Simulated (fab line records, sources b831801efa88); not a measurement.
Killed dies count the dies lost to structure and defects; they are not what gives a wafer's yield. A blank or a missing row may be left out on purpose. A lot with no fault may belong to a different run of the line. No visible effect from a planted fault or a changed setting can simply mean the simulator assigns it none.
Which of the tools did it? | flow gf180mcu | 36 wafers sampled from 12 lots at 1 step of a route of 602

## WHAT EACH GAUGE READ, for each wafer
GF_NWELL_TW_MEAS_11.
lot  | measured    | on           | NWELL_TW
L075 | day 3 17:11 | filmMetro-04 | 1602 1604 1595
L077 | day 4 07:18 | filmMetro-04 | 1588 1586 1590
L079 | day 4 15:30 | filmMetro-03 | 1587 1595 1594
L081 | day 5 01:03 | filmMetro-03 | 1588 1585 1589
L083 | day 5 11:52 | filmMetro-04 | 1575 1578 1586
L085 | day 5 21:10 | filmMetro-01 | 1562 1565 1575
L087 | day 6 09:00 | filmMetro-04 | 1589 1599 1595
L089 | day 6 17:55 | filmMetro-04 | 1595 1589 1595
L091 | day 7 06:30 | filmMetro-03 | 1591 1579 1585
L093 | day 7 16:28 | filmMetro-01 | 1562 1569 1554
L095 | day 8 03:34 | filmMetro-03 | 1591 1596 1597
L097 | day 8 16:38 | filmMetro-01 | 1556 1572 1569

## EACH LOT AND THE TOOL THAT RAN IT (in order: tool; ch and the chambers of the sampled wafers; start)
There is no process step in the record ahead of these readings.

## THE ANSWER, worked out from the rows above alone
Rule: the usual values come from the lots themselves. Put in order of their means at a reading, lots are off if they are a third of the lots or fewer, leave a main group of 4 or more, and stand apart from it by a gap of 3 or more times the standard deviation of the main group's means; of several such gaps the widest counts. If all means in a main group match to the digits the tables above print for the reading, that group is not used. A lot without any number at a reading at which 4 lots or more have one is off too. All remaining lots with rows at the step are treated as sound.
No lot is off at any reading shown: from this, nothing can be told.

## WHAT WAS PUT IN BY THE SIMULATOR
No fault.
